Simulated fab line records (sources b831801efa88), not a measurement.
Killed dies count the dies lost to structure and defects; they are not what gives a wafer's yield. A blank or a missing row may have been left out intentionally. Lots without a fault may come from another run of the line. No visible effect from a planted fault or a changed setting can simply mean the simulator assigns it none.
Check for tools in common    flow gf180mcu    13 lots and 39 wafers in the sample

== WHY IT WAS OPENED ==
At GF_SAB_THK_MEAS_01 the reading SAB_CVD_00_THK is flagged on 2 of 13 lots. Fault-free wafers read 50.0 nm, with a standard deviation of 0.6.
Rule: a lot is flagged when every wafer of it that has a number lies more than 4 standard deviations from that mean, or none has a number. The rest of the lots are taken to be sound.

lot   measured      on             SAB_CVD_00_THK (nm), wafer by wafer  flag
L461  day 13 21:09  film metro-03  49.5 49.5 50.4                       
L463  day 14 14:36  film metro-03  49.6 49.2 50.3                       
L464  day 15 00:56  film metro-02  49.6 49.2 50.0                       
L465  day 15 11:44  film metro-02  49.4 49.8 50.0                       
L469  day 16 18:51  film metro-02  50.2 49.6 50.6                       
L468  day 16 22:52  film metro-01  49.5 50.3 49.5                       
L470  day 17 08:34  film metro-02  48.9 49.5 50.4                       
L472  day 18 22:53  film metro-03  49.5 49.5 51.0                       
L474  day 19 01:54  film metro-01  49.4 50.1 51.3                       
L473  day 19 03:38  film metro-02  44.8 45.4 45.4                       FLAGGED
L476  day 19 22:23  film metro-01  44.3 44.6 45.0                       FLAGGED
L480  day 21 08:32  film metro-02  49.9 49.2 50.3                       
L484  day 22 04:40  film metro-02  48.8 50.0 49.7                       
The mean of the flagged lots' numbers is 44.9 nm, -5.1 nm from the usual (-8 standard deviations).

== WHICH TOOL RAN EACH LOT ==
Before the reading, the record contains 2 process steps out of a 602-step route. Cell contents, in order: the tool; ch with the chambers the sampled wafers went through; the start.
lot   flag     GF_HV_LDD_RTA_52                  GF_SAB_CVD_00
L461           rtp anneal-01 ch 0, day 12 02:52  pecvd-03 ch 0,1, day 13 21:07
L463           rtp anneal-01 ch 0, day 12 18:40  pecvd-03 ch 0,2, day 14 14:34
L464           rtp anneal-02 ch 0, day 13 03:34  pecvd-02 ch 0,2, day 15 00:55
L465           rtp anneal-02 ch 0, day 13 13:33  pecvd-03 ch 0,1,2, day 15 11:43
L469           rtp anneal-01 ch 0, day 14 19:08  pecvd-03 ch 1,2, day 16 18:49
L468           rtp anneal-01 ch 0, day 14 22:47  pecvd-03 ch 0,2, day 16 22:50
L470           rtp anneal-02 ch 0, day 15 07:38  pecvd-01 ch 0,2, day 17 08:33
L472           rtp anneal-02 ch 0, day 16 20:53  pecvd-02 ch 0,1,2, day 18 22:52
L474           rtp anneal-02 ch 0, day 16 22:54  pecvd-01 ch 0,2, day 19 01:49
L473  FLAGGED  rtp anneal-01 ch 0, day 17 01:19  pecvd-02 ch 0,1,2, day 19 03:36
L476  FLAGGED  rtp anneal-01 ch 0, day 17 19:38  pecvd-02 ch 0,2, day 19 22:22
L480           rtp anneal-02 ch 0, day 19 04:18  pecvd-01 ch 0,1, day 21 08:31
L484           rtp anneal-02 ch 0, day 20 01:51  pecvd-03 ch 1,2, day 22 04:37
What these steps do:
- GF_HV_LDD_RTA_52: time 10 s.
- GF_SAB_CVD_00: deposits SiO2 from TEOS, target thk 50 nm, time 4.9302 s.
- GF_SAB_THK_MEAS_01

== FLAGGED OVER TOTAL, TOOL BY TOOL (the gauges that took the reading come last) ==
step                tool           lots run  flagged  share of the flagged lots  sound lots run after its first flagged lot
GF_HV_LDD_RTA_52    rtp anneal-01  6         2        all                        0
GF_HV_LDD_RTA_52    rtp anneal-02  7         0        none                       -
GF_SAB_CVD_00       pecvd-01       3         0        none                       -
GF_SAB_CVD_00       pecvd-02       4         2        all                        0
GF_SAB_CVD_00       pecvd-03       6         0        none                       -
GF_SAB_THK_MEAS_01  film metro-01  3         1        some                       0
GF_SAB_THK_MEAS_01  film metro-02  7         1        some                       2 (L480,L484)
GF_SAB_THK_MEAS_01  film metro-03  3         0        none                       -

== WHAT THE TABLE PERMITS ==
Every flagged lot went through 2 rows of the table: rtp anneal-01 at GF_HV_LDD_RTA_52 and pecvd-02 at GF_SAB_CVD_00.
- rtp anneal-01 at GF_HV_LDD_RTA_52: 2 of its 6 lots flagged. It ran its last sound lot, L468, at day 14 22:47 and its first flagged lot, L473, at day 17 01:19: a fault with its onset between the two fits.
- pecvd-02 at GF_SAB_CVD_00: 2 of its 4 lots flagged. It ran its last sound lot, L472, at day 18 22:52 and its first flagged lot, L473, at day 19 03:36: a fault with its onset between the two fits. On the flagged lots its readings are blank where sound lots have values: rf fwd power W.
A lot count leaves these 2 tools indistinguishable: every one of them fits a fault beginning at some hour. More lots, or a look at what each step does to the wafer, might.

== WHAT HAD BEEN PUT IN BY THE SIMULATOR ==
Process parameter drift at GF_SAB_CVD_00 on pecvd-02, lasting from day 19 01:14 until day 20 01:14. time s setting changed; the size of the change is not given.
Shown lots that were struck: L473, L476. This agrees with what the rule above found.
